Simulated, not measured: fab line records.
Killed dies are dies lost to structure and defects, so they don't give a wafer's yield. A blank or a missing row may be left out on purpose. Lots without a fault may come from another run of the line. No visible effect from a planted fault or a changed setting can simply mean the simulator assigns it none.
A struck lot beside a sound one    flow sky130    16 out of 708 route steps
Sound: wafers L124.2, L124.4, L124.6. Struck: wafer L137.2 (left out: L137.3, a lot-mate that was not struck); the cause follows at the end.
Each step with rows lists, per side, the tool, then ch with its chambers, then its first start. Under that, the readings that differ: sound wafers    struck wafers    difference of the means    sigmas: that difference in standard deviations of wafers without a fault.
alike: words and numbers the same on both sides, and readings whose means are apart by under 2 such deviations; not compared: readings that were withheld, readings missing a value for some wafer, numbers with overlapping values and no deviation given by the record, and bounds like >300 which may hide the same value.
The two part at a step that has a row with sigmas, a row that says differs or no value, or rows on one side only. Numbers that have no deviation but don't overlap get no sigmas and don't part them. Lack of a reading on every wafer of one side parts them only where that side has two or more wafers.

first, 8 steps without rows for these wafers: SKY_CONTACT_DEHYDRATE_06 (time 60 s); SKY_CONTACT_HMDS_07 (prime time 60 s); SKY_CONTACT_COAT_08 (resist thk 60 nm); SKY_CONTACT_COAT_09 (resist thk 450 nm); SKY_CONTACT_SOFTBAKE_10 (time 90 s); SKY_CONTACT_EXPOSE_11 (exposes mask CTM1, target cd 170 nm); SKY_CONTACT_PEB_12; SKY_CONTACT_DEVELOP_13 (develop time 60 s).
SKY_CONTACT_CD_MEAS_14: the cd target is 170 nm.
  sound on cd_sem-01 at day 31 10:05; struck on cd_sem-01 at day 36 12:20
reading     sound              struck  difference  sigmas
cd_nm (nm)  171.7 170.2 171.6  167.1   -4.1        -2
SKY_CONTACT_OVL_MEAS_15:
  sound on overlay-02 at day 31 10:11; struck on overlay-01 at day 36 12:27
  alike: CONTACT_OVL
SKY_CONTACT_ETCH_16: etches BARC in N2/H2, stops on SiO2, time 45.9 s, target depth 60 nm.
  sound on rie_diel-03 ch 0,1,3, day 31 10:13; struck on rie_diel-03 ch 2, day 36 12:29
reading                 sound                 struck  difference  sigmas
throttle_valve_pct (%)  13.215 13.213 13.200  13.233  +0.024      +2
  alike: drypump_motor_current_A, oes_product_au
  not compared: rf_hours_counter_h
SKY_CONTACT_ETCH_17: etches SiO2 in C4F8/O2/Ar, stops on Si3N4, target depth 340 nm.
  sound on rie_diel-03 ch 0,1,3, day 31 10:15; struck on rie_diel-03 ch 2, day 36 12:31
  alike: oes_product_au
SKY_CONTACT_ETCH_18: etches Si3N4 in CHF3/O2, stops on TiN, time 39 s, target depth 75 nm.
  sound on rie_diel-03 ch 0,1,3, day 31 10:00; struck on rie_diel-03 ch 2, day 36 12:00
reading                                         sound              struck  difference  sigmas
oes_product_au (a.u.)                           0.842 0.856 0.858  0.832   -0.020      -2
model.KrF-thick_of_CONTACT_COAT_09.thk_nm (nm)  241 241.2 243.1    261     +19         
model.etch.depth_nm (nm)                        73.64 75.31 75.38  72.35   -2.43       
  alike: drypump_motor_current_A, throttle_valve_pct
  not compared: rf_hours_counter_h
SKY_CONTACT_STRIP_19: strips in O2/N2.
  sound on plasma_asher-04 ch 1, day 31 10:20; struck on plasma_asher-04 ch 0, day 36 12:37
reading                       sound              struck  difference  sigmas
oes_product_au (a.u.)         0.381 0.377 0.381  0.391   +0.011      +2
strip_time_to_endpoint_s (s)  3.586 3.599 3.624  3.812   +0.209      +8
  alike: drypump_motor_current_A
  not compared: rf_hours_counter_h
then, 1 step without rows for these wafers: SKY_CONTACT_STRIP_20 (strips in post etch residue remover, time 1200 s).
-- the record jumps here: 13 days lie between the struck wafers' starts before and after (it left off in module CONTACT and takes up again in module PAD_OPEN, whose first step shown is number 708 of the route) --
SKY_PAD_OPEN_PROBE_99:
  sound on prober-02 at day 45 14:17; struck on prober-01 at day 49 10:20
reading             sound      struck  difference  sigmas
killed_at_contacts  19 20 34   299     +275        +53
killed_dies         99 83 107  370     +274        +30
killed_on_rim       23 17 16   50      +31         +9
  alike: killed_at_M0_to_M3, killed_at_M4_up, killed_at_front_end, killed_at_other, killed_open, killed_short

WHERE THEY PART
At SKY_CONTACT_CD_MEAS_14 first; at SKY_PAD_OPEN_PROBE_99 last (within this record only).

WHY: what had been put in by the simulator
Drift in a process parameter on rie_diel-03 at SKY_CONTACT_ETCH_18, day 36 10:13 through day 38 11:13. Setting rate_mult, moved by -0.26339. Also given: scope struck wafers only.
